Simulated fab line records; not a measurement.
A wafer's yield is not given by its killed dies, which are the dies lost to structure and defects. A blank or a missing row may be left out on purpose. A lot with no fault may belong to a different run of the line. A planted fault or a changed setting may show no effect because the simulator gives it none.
fab line records	flow sky130
[record] lots = 5	wafers = 23
route steps=708 shown CAP2M@605 VIA4@641 METAL5@665 PASSIVATION@687 PAD_OPEN@697
startH: the number of hours between the record's first day and the start of the first shown wafer of the lot	waitH: hours elapsed since this lot's preceding step	" unchanged from the row above	L1.1+2: a row that stands for several wafers	- no value, or no start was given	* or withheld: withheld	< > ~ a bound
route shown NAME@n: names a module that has steps shown in the file, with the first one's number in the route	usual: average and standard deviation across the fault-free wafers	same: alike in all rows	chamber/n: place in a boat	sites: each site's reading	_std_site: the values' standard deviation	_edge_site: mean of outer sites minus mean of inner sites	radiusMm: how far each site lies from the wafer's centre	mask NAME#n: copy n	behind: the most recent tool/chamber to have shaped the wafer	hold: why the lot was held/for how many hours/how that ended	device: whichever transistor did not switch (one of n, p or np)	end of line: at the end of the route, the tests of the same wafers	step lacking rows: just its recipe	killed: dies lost to structure and defects at the first sort, not the wafer's yield	map: per-die view of a wafer (x killed, . not killed, _ where there is no die)
set.NAME: the setting that was run; set.NAME@STEP: the one run at that earlier step	model.NAME: the simulator's own value behind a step, which no gauge read
one table per step and one row per wafer, for lots whose settings were changed on purpose
[[steps]]
[step SKY_CAP2M_SPUTTER_02]
[recipe] material = TiN	targetThkNm = 200	tempC = 300	powerW = 6500	timeS = 166.7	chamberPressurePa = 0.4
lot.wafer	tool	chamber	startH	waitH	set.timeS	model.TiN_of_CAP2M_SPUTTER_02.thkNm
L074.1	pvdSputter-03	-	923.39	0.1	166.7	202.8
L074.2	"	-	"	"	155.7	189.5
L074.3	"	-	"	"	155.7	185.8
L074.4	"	-	"	"	155.7	188.8
L074.6	"	-	"	"	166.7	201.3
L077.1	pvdSputter-03	-	953.03	0.1	180.5	214.1
L077.2+5	"	-	"	"	166.7	198.2
L077.3	"	-	"	"	166.7	195.9
L077.4	"	-	"	"	180.5	214.4
L079.1	pvdSputter-03	-	968.12	0.1	166.7	196.6
L079.4	"	-	"	"	166.7	196.9
L079.5	"	-	"	"	166.7	197
L080.1	pvdSputter-03	-	972.93	0.1	185.1	218.7
L080.2	"	-	"	"	185.1	221
L080.4	"	-	"	"	185.1	220.3
L080.5	"	-	"	"	166.7	197.8
L080.6	"	-	"	"	166.7	197.1
L085.1	pvdSputter-04	-	1023.70	0.1	159.4	192
L085.2	"	-	"	"	166.7	199.9
L085.3+6	"	-	"	"	166.7	199.4
L085.4	"	-	"	"	159.4	191
[step SKY_CAP2M_RS_MEAS_03]
[recipe] thkMeasGauge = four-point-probe	reads = TiN_of_CAP2M_SPUTTER_02
[usual] CAP2M_TIN_RS = 6.91/0.076
lot.wafer	tool	chamber	startH	waitH	set.timeS@CAP2M_SPUTTER_02	CAP2M_TIN_RS[ohm/sq]
L074.1	filmMetro-01	-	923.50	0.1	166.7	6.80
L074.2	"	-	"	"	155.7	7.30
L074.3	"	-	"	"	155.7	7.45
L074.4	"	-	"	"	155.7	7.34
L074.6	"	-	"	"	166.7	6.85
L077.1	filmMetro-01	-	953.14	0.1	180.5	6.44
L077.2	"	-	"	"	166.7	6.96
L077.3	"	-	"	"	166.7	7.06
L077.4	"	-	"	"	180.5	6.44
L077.5	"	-	"	"	166.7	6.97
L079.1	filmMetro-01	-	968.23	0.1	166.7	7.03
L079.4	"	-	"	"	166.7	7.02
L079.5	"	-	"	"	166.7	7.00
L080.1	filmMetro-02	-	973.03	0.1	185.1	6.31
L080.2	"	-	"	"	185.1	6.22
L080.4	"	-	"	"	185.1	6.26
L080.5	"	-	"	"	166.7	6.98
L080.6	"	-	"	"	166.7	7.01
L085.1	filmMetro-01	-	1023.81	0.1	159.4	7.21
L085.2	"	-	"	"	166.7	6.91
L085.3	"	-	"	"	166.7	6.93
L085.4	"	-	"	"	159.4	7.24
L085.6	"	-	"	"	166.7	6.91
[step SKY_CAP2M_THK_MEAS_04]
[recipe] thkMeasGauge = xrf	reads = TiN_of_CAP2M_SPUTTER_02
[usual] CAP2M_TIN_THK = 201.4/2.4
lot.wafer	tool	chamber	startH	waitH	set.timeS@CAP2M_SPUTTER_02	CAP2M_TIN_THK[nm]
L074.1	filmMetro-01	-	923.62	0.1	166.7	205.7
L074.2	"	-	"	"	155.7	190.8
L074.3	"	-	"	"	155.7	187.6
L074.4	"	-	"	"	155.7	190.8
L074.6	"	-	"	"	166.7	203.7
L077.1	filmMetro-01	-	953.26	0.1	180.5	216.3
L077.2	"	-	"	"	166.7	200.0
L077.3	"	-	"	"	166.7	198.3
L077.4	"	-	"	"	180.5	217.0
L077.5	"	-	"	"	166.7	200.7
L079.1	filmMetro-01	-	968.35	0.1	166.7	198.9
L079.4	"	-	"	"	166.7	199.5
L079.5	"	-	"	"	166.7	199.4
L080.1	filmMetro-02	-	973.15	0.1	185.1	218.2
L080.2	"	-	"	"	185.1	222.8
L080.4	"	-	"	"	185.1	221.4
L080.5	"	-	"	"	166.7	198.4
L080.6	"	-	"	"	166.7	197.6
L085.1	filmMetro-01	-	1023.93	0.1	159.4	193.5
L085.2	"	-	"	"	166.7	202.2
L085.3	"	-	"	"	166.7	201.2
L085.4	"	-	"	"	159.4	193.6
L085.6	"	-	"	"	166.7	202.0
[step SKY_CAP2M_EXPOSE_09]
[recipe] maskId = CAP2M	na = 0.6	sourceShape = conventional	sigmaOuter = 0.6	polarization = unpolarized	targetCdNm = 1000	doseMj = 159
lot.wafer	tool	chamber	startH	waitH	mask	set.doseMj
L074.1+2+3+4+6	ilineStepper-02	0	-	-	CAP2M#0	159
L077.1+3+4	ilineStepper-02	0	-	-	CAP2M#0	159
L077.2+5	"	0	"	"	CAP2M#0	152.4
L079.1+4+5	ilineStepper-02	0	-	-	CAP2M#0	159
L080.1+2+4+5+6	ilineStepper-02	0	-	-	CAP2M#0	159
L085.1+2+4	ilineStepper-02	0	-	-	CAP2M#0	159
L085.3+6	"	0	"	"	CAP2M#0	162.6
[step SKY_CAP2M_PEB_10]
[recipe] tempC = withheld	timeS = *	resist = NOVOLAK
[step SKY_CAP2M_DEVELOP_11]
[recipe] resist = NOVOLAK	developer = TMAH	developTimeS = 61.15	devTempC = 23
lot.wafer	tool	chamber	startH	waitH	set.doseMj@CAP2M_EXPOSE_09	model.CAP2M.cdNm
L074.1	lithoTrack-03	0	947.93	0.1	159	994.9
L074.2	"	0	"	"	159	997.9
L074.3	"	0	"	"	159	995.8
L074.4	"	0	"	"	159	997.5
L074.6	"	0	"	"	159	999.4
L077.1+3	lithoTrack-01	0	977.70	0.1	159	999
L077.2+5	"	0	"	"	152.4	1012
L077.4	"	0	"	"	159	1000
L079.1	lithoTrack-03	0	991.43	0.1	159	995.8
L079.4	"	0	"	"	159	997.2
L079.5	"	0	"	"	159	996.4
L080.1	lithoTrack-03	0	996.43	0.1	159	999.3
L080.2	"	0	"	"	159	995.9
L080.4	"	0	"	"	159	1000
L080.5	"	0	"	"	159	997.6
L080.6	"	0	"	"	159	998.1
L085.1	lithoTrack-03	0	1045.08	0.1	159	999.1
L085.2	"	0	"	"	159	996.3
L085.3	"	0	"	"	162.6	991.7
L085.4	"	0	"	"	159	996.6
L085.6	"	0	"	"	162.6	988.6
[step SKY_CAP2M_METAL_ETCH_13]
[recipe] targetDepthNm = 220	stopOn = SiO2	chemistry = Cl2/BCl3	target = TiN	pressureMtorr = 10	icpW = 900	biasW = 48.5	Cl2_flow_sccm = 60	bcl3FlowSccm = 30	timeS = 62.9
[usual] oesProductAu = 0.941/0.0066
lot.wafer	tool	chamber	startH	waitH	set.timeS@CAP2M_SPUTTER_02	oesProductAu
L074.1	rieMetal-04	1	948.12	0.0	166.7	0.946
L074.2	"	0	"	"	155.7	0.910
L074.3	"	0	"	"	155.7	0.903
L074.4	"	1	"	"	155.7	0.901
L074.6	"	0	"	"	166.7	0.940
L077.1	rieMetal-04	0	977.88	0.0	180.5	0.985
L077.2	"	1	"	"	166.7	0.932
L077.3	"	1	"	"	166.7	0.925
L077.4	"	0	"	"	180.5	0.982
L077.5	"	0	"	"	166.7	0.938
L079.1	rieMetal-04	1	991.62	0.0	166.7	0.934
L079.4	"	0	"	"	166.7	0.927
L079.5	"	0	"	"	166.7	0.938
L080.1	rieMetal-04	0	996.62	0.0	185.1	0.984
L080.2	"	1	"	"	185.1	0.981
L080.4	"	0	"	"	185.1	0.995
L080.5	"	0	"	"	166.7	0.936
L080.6	"	1	"	"	166.7	0.936
L085.1	rieMetal-04	1	1045.27	0.0	159.4	0.919
L085.2	"	0	"	"	166.7	0.945
L085.3	"	1	"	"	166.7	0.933
L085.4	"	0	"	"	159.4	0.917
L085.6	"	0	"	"	166.7	0.947
[step SKY_VIA4_CMP_02]
[recipe] material = SiO2	downForcePsi = 4	platenRpm = 60	padVelocityMS = 0.94248
lot.wafer	tool	chamber	startH	waitH	set.leaveAboveRefNm	model.SiO2_of_VIA4_HDPCVD_00.thkNm
L074.3+1	cmp-01	3,2	974.39	0.0	580	-
L074.4	"	0	"	"	580	580.1
L074.2	"	1	"	"	580	577.7
L074.6	"	3	"	"	580	578.3
L077.4	cmp-01	0	1003.20	0.0	580	581.2
L077.1	"	1	"	"	558.7	558.4
L077.3	"	2	"	"	558.7	557.5
L077.2	"	3	"	"	580	580.5
L077.5	"	0	"	"	580	581.5
L079.4	cmp-01	2	1017.17	0.5	580	577.1
L079.1	"	0	"	"	580	580.5
L079.5	"	3	"	"	580	579.6
L080.2	cmp-01	1	1021.07	1.5	615.3	-
L080.1	"	2	"	"	615.3	612.4
L080.4	"	3	"	"	580	-
L080.5	"	1	"	"	615.3	614.7
L080.6	"	2	"	"	580	577.5
L085.1	cmp-01	0	1068.95	0.2	580	580.2
L085.4	"	1	"	"	616.6	-
L085.3	"	2	"	"	616.6	613.8
L085.2+6	"	3,1	"	"	580	-
[step SKY_VIA4_ETCH_12]
[recipe] target = SiO2	chemistry = C4F8/O2/Ar	stopOn = TiN	maskMaterial = NOVOLAK	sourceW = 1500	biasW = 1200	pressureMtorr = 40	c4f8FlowSccm = withheld	O2_flow_sccm = 6	Ar_flow_sccm = 300	timeS = withheld	targetDepthA = 5800
[usual] oesProductAu = 0.925/0.004
lot.wafer	tool	chamber	startH	waitH	set.sourceW	set.leaveAboveRefNm@VIA4_CMP_02	oesProductAu	model.VIA4.featureDepthNm
L074.1	rieDiel-03	0	998.21	0.0	1378	580	0.924	576.5
L074.2	"	1	"	"	1378	580	0.927	577.7
L074.3	"	3	"	"	1500	580	0.931	578.5
L074.4	"	0	"	"	1500	580	0.927	580.1
L074.6	"	3	"	"	1378	580	0.923	578.3
L077.1	rieDiel-03	1	1024.93	0.0	1367	558.7	0.900	558.4
L077.2	"	2	"	"	1500	580	0.923	580.5
L077.3	"	0	"	"	1500	558.7	0.901	557.5
L077.4	"	3	"	"	1367	580	0.928	581.2
L077.5	"	0	"	"	1367	580	0.929	581.5
L079.1	rieDiel-04	0	1039.72	0.0	1500	580	0.925	580.5
L079.4	"	3	"	"	1500	580	0.920	577.1
L079.5	"	0	"	"	1500	580	0.917	579.6
L080.1	rieDiel-03	2	1043.52	0.0	1500	615.3	0.958	612.4
L080.2	"	3	"	"	1500	615.3	0.954	611.9
L080.4	"	1	"	"	1500	580	0.927	579.3
L080.5	"	2	"	"	1500	615.3	0.955	614.7
L080.6	"	1	"	"	1500	580	0.933	577.5
L085.1	rieDiel-03	2	1089.78	0.0	1609	580	0.925	580.8
L085.2	"	1	"	"	1500	580	0.924	578.7
L085.3	"	3	"	"	1500	616.6	0.956	613.8
L085.4	"	0	"	"	1609	616.6	0.954	615.5
L085.6	"	1	"	"	1500	580	0.926	578.8
[step SKY_METAL5_SPUTTER_04]
[recipe] material = TiN	targetThkNm = 70	powerW = 6500	timeS = 58.3	chamberPressurePa = 0.4
lot.wafer	tool	chamber	startH	waitH	set.timeS	model.TiN_of_METAL5_SPUTTER_04.thkNm
L074.1	pvdSputter-02	-	999.83	0.0	53.81	65.1
L074.2	"	-	"	"	58.3	70.26
L074.3	"	-	"	"	53.81	64.83
L074.4	"	-	"	"	58.3	69.33
L074.6	"	-	"	"	58.3	70.35
L077.1	pvdSputter-02	-	1026.76	0.0	58.3	71.13
L077.2	"	-	"	"	58.3	71.71
L077.3	"	-	"	"	58.3	71.24
L077.4	"	-	"	"	58.3	70.21
L077.5	"	-	"	"	58.3	70.44
L079.1	pvdSputter-01	-	1041.19	0.0	58.3	69.98
L079.4	"	-	"	"	58.3	68.26
L079.5	"	-	"	"	58.3	67.86
L080.1	pvdSputter-03	-	1044.99	0.0	58.3	68.97
L080.2	"	-	"	"	50.05	60.02
L080.4	"	-	"	"	50.05	59.89
L080.5	"	-	"	"	58.3	69.22
L080.6	"	-	"	"	58.3	68.99
L085.1	pvdSputter-02	-	1091.71	0.0	58.3	69.76
L085.2	"	-	"	"	52.63	63.02
L085.3	"	-	"	"	58.3	71.05
L085.4	"	-	"	"	52.63	63.22
L085.6	"	-	"	"	52.63	63.1
[step SKY_PASSIVATION_COAT_06]
[recipe] spinRpm = 2000	resistThkNm = 3000
lot.wafer	tool	chamber	startH	waitH	set.resistThkNm	model.coat_of_PASSIVATION_COAT_06.thkNm
L074.1+3	lithoTrack-04	0	1033.69	0.1	3000	3003
L074.2	"	0	"	"	3000	2994
L074.4	"	0	"	"	3000	3009
L074.6	"	0	"	"	3000	3001
L077.1	lithoTrack-01	0	1062.10	0.1	3127	3116
L077.2	"	0	"	"	3127	3106
L077.3	"	0	"	"	3127	3112
L077.4	"	0	"	"	3000	2982
L077.5	"	0	"	"	3000	2979
L079.1	lithoTrack-03	0	1074.63	0.1	3000	2995
L079.4+5	"	0	"	"	3000	2994
L080.1	lithoTrack-03	0	1078.08	0.1	2902	2904
L080.2	"	0	"	"	2902	2888
L080.4	"	0	"	"	3000	3003
L080.5	"	0	"	"	3000	2991
L080.6	"	0	"	"	2902	2900
L085.1	lithoTrack-01	0	1123.10	0.1	3000	3002
L085.2	"	0	"	"	3000	2998
L085.3	"	0	"	"	3000	3011
L085.4+6	"	0	"	"	3000	3006
[step SKY_PASSIVATION_SOFTBAKE_07]
[recipe] tempC = 110	timeS = withheld
[step SKY_PASSIVATION_EXPOSE_08]
[recipe] maskId = NSM	targetCdNm = 3000	na = 0.57	doseMj = 260
[step SKY_PASSIVATION_PEB_09]
[recipe] tempC = 115	timeS = withheld
[step SKY_PASSIVATION_DEVELOP_10]
[recipe] developTimeS = 60	devTempC = 23
[step SKY_PASSIVATION_ETCH_11]
[recipe] chemistry = CF4/O2	targetDepthNm = 725	stopOn = AlCu	sourceW = 800	biasW = 150	pressureMtorr = 150	cf4FlowSccm = 80	O2_flow_sccm = 10	timeS = 161.1
lot.wafer	tool	chamber	startH	waitH	set.resistThkNm@PASSIVATION_COAT_06	model.coat_of_PASSIVATION_COAT_06.thkNm
L074.1	rieDiel-04	3	1044.15	-	3000	2505
L074.2	"	0	"	"	3000	2509
L074.3+6	"	2,0	"	"	3000	2519
L074.4	"	3	"	"	3000	2511
L077.1	rieDiel-01	3	1070.95	-	3127	2624
L077.2	"	0	"	"	3127	2605
L077.3	"	1	"	"	3127	2627
L077.4	"	2	"	"	3000	2492
L077.5	"	2	"	"	3000	2489
L079.1	rieDiel-04	1	1086.14	-	3000	2525
L079.4	"	0	"	"	3000	2521
L079.5	"	1	"	"	3000	2523
L080.1	rieDiel-02	3	1088.48	-	2902	2428
L080.2	"	0	"	"	2902	2413
L080.4	"	2	"	"	3000	2547
L080.5	"	0	"	"	3000	2517
L080.6	"	3	"	"	2902	2420
L085.1	rieDiel-04	3	1132.13	-	3000	2508
L085.2	"	1	"	"	3000	2520
L085.3	"	0	"	"	3000	2535
L085.4	"	2	"	"	3000	2516
L085.6	"	0	"	"	3000	2523
[step SKY_PASSIVATION_STRIP_12]
[recipe] chemistry = O2/N2	powerW = 1400	pressureMtorr = 1500	platenTempC = withheld	overashFraction = 0.7	o2FlowSccm = 3000	n2FlowSccm = 300
[usual] stripTimeToEndpointS = 31.49/0.15
lot.wafer	tool	chamber	startH	waitH	set.resistThkNm@PASSIVATION_COAT_06	stripTimeToEndpointS
L074.1	plasmaAsher-03	0	1044.25	0.1	3000	31.39
L074.2	"	1	"	"	3000	31.44
L074.3	"	0	"	"	3000	31.53
L074.4	"	1	"	"	3000	31.44
L074.6	"	0	"	"	3000	31.55
L077.1	plasmaAsher-02	1	1071.05	0.1	3127	32.76
L077.2	"	0	"	"	3127	32.53
L077.3	"	0	"	"	3127	32.81
L077.4	"	1	"	"	3000	31.25
L077.5	"	0	"	"	3000	31.18
L079.1	plasmaAsher-02	0	1086.25	0.1	3000	31.63
L079.4	"	0	"	"	3000	31.57
L079.5	"	1	"	"	3000	31.59
L080.1	plasmaAsher-02	1	1088.59	0.1	2902	30.52
L080.2	"	0	"	"	2902	30.33
L080.4	"	1	"	"	3000	31.89
L080.5	"	1	"	"	3000	31.53
L080.6	"	0	"	"	2902	30.40
L085.1	plasmaAsher-02	1	1132.24	0.1	3000	31.41
L085.2	"	0	"	"	3000	31.56
L085.3	"	0	"	"	3000	31.75
L085.4	"	1	"	"	3000	31.51
L085.6	"	1	"	"	3000	31.59
[step SKY_PAD_OPEN_SOFTBAKE_03]
[recipe] tempC = 110	timeS = withheld
lot.wafer	tool	chamber	startH	waitH	set.tempC
L074.1+2+3	lithoTrack-01	0	1055.40	0.1	107
L074.4+6	"	0	"	"	110
L077.1+4	lithoTrack-02	0	1083.27	0.1	110
L077.2+3+5	"	0	"	"	113.5
L079.1+4+5	lithoTrack-01	0	1094.80	0.1	110
L080.1+2+5	lithoTrack-02	0	1098.67	0.1	110
L080.4+6	"	0	"	"	107
L085.1+2+3+4+6	lithoTrack-02	0	1141.72	0.1	110
[step SKY_PAD_OPEN_EXPOSE_04]
[recipe] maskId = PDM	targetCdNm = 60000	na = 0.57	doseMj = 260
[step SKY_PAD_OPEN_PEB_05]
[recipe] tempC = 115	timeS = withheld
[step SKY_PAD_OPEN_DEVELOP_06]
[recipe] developTimeS = 60	devTempC = 23.71
lot.wafer	tool	chamber	startH	waitH	set.tempC@PAD_OPEN_SOFTBAKE_03	model.coat_of_PAD_OPEN_COAT_02.thkNm
L074.1+3	lithoTrack-01	0	-	-	107	3010
L074.2	"	0	"	"	107	3017
L074.4	"	0	"	"	110	2991
L074.6	"	0	"	"	110	2989
L077.1	lithoTrack-01	0	-	-	110	3008
L077.2	"	0	"	"	113.5	2975
L077.3	"	0	"	"	113.5	2977
L077.4	"	0	"	"	110	2999
L077.5	"	0	"	"	113.5	2981
L079.1	lithoTrack-02	0	-	-	110	3005
L079.4	"	0	"	"	110	2995
L079.5	"	0	"	"	110	2996
L080.1	lithoTrack-01	0	-	-	110	3004
L080.2	"	0	"	"	110	3008
L080.4	"	0	"	"	107	3035
L080.5	"	0	"	"	110	3005
L080.6	"	0	"	"	107	3026
L085.1	lithoTrack-04	0	-	-	110	2995
L085.2	"	0	"	"	110	3003
L085.3	"	0	"	"	110	3000
L085.4	"	0	"	"	110	2997
L085.6	"	0	"	"	110	3004
[[key]]
[split] step = SKY_CAP2M_SPUTTER_02	setting = timeS	stated = 166.7	by = wafer
[response] step = SKY_CAP2M_SPUTTER_02	reading = model.TiN_of_CAP2M_SPUTTER_02.thkNm	change = +2.04	per = 1%	r = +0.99
[response] step = SKY_CAP2M_RS_MEAS_03	reading = CAP2M_TIN_RS	change = -0.0696	per = 1%	r = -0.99
[response] step = SKY_CAP2M_THK_MEAS_04	reading = CAP2M_TIN_THK	change = +2.08	per = 1%	r = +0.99
[response] step = SKY_CAP2M_METAL_ETCH_13	reading = oesProductAu	change = +0.00531	per = 1%	r = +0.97
[split] step = SKY_CAP2M_EXPOSE_09	setting = doseMj	stated = 159	by = wafer
[response] step = SKY_CAP2M_DEVELOP_11	reading = model.CAP2M.cdNm	change = -3.09	per = 1%	r = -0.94
[split] step = SKY_VIA4_CMP_02	setting = leaveAboveRefNm	stated = 580	by = wafer
[response] step = SKY_VIA4_CMP_02	reading = model.SiO2_of_VIA4_HDPCVD_00.thkNm	change = +5.83	per = 1%	r = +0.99
[response] step = SKY_VIA4_ETCH_12	reading = oesProductAu	change = +0.00488	per = 1%	r = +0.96
[response] step = SKY_VIA4_ETCH_12	reading = model.VIA4.featureDepthNm	change = +5.73	per = 1%	r = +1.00
[split] step = SKY_VIA4_ETCH_12	setting = sourceW	stated = 1500	by = wafer
response none clear
[split] step = SKY_METAL5_SPUTTER_04	setting = timeS	stated = 58.3	by = wafer
[response] step = SKY_METAL5_SPUTTER_04	reading = model.TiN_of_METAL5_SPUTTER_04.thkNm	change = +0.673	per = 1%	r = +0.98
[split] step = SKY_PASSIVATION_COAT_06	setting = resistThkNm	stated = 3000	by = wafer
[response] step = SKY_PASSIVATION_COAT_06	reading = model.coat_of_PASSIVATION_COAT_06.thkNm	change = +30.8	per = 1%	r = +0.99
[response] step = SKY_PASSIVATION_ETCH_11	reading = model.coat_of_PASSIVATION_COAT_06.thkNm	change = +31.7	per = 1%	r = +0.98
[response] step = SKY_PASSIVATION_STRIP_12	reading = stripTimeToEndpointS	change = *	per = 1%	r = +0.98
[split] step = SKY_PAD_OPEN_SOFTBAKE_03	setting = tempC	stated = 110	by = wafer
[response] step = SKY_PAD_OPEN_DEVELOP_06	reading = model.coat_of_PAD_OPEN_COAT_02.thkNm	change = -8.49	per = 1%	r = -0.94
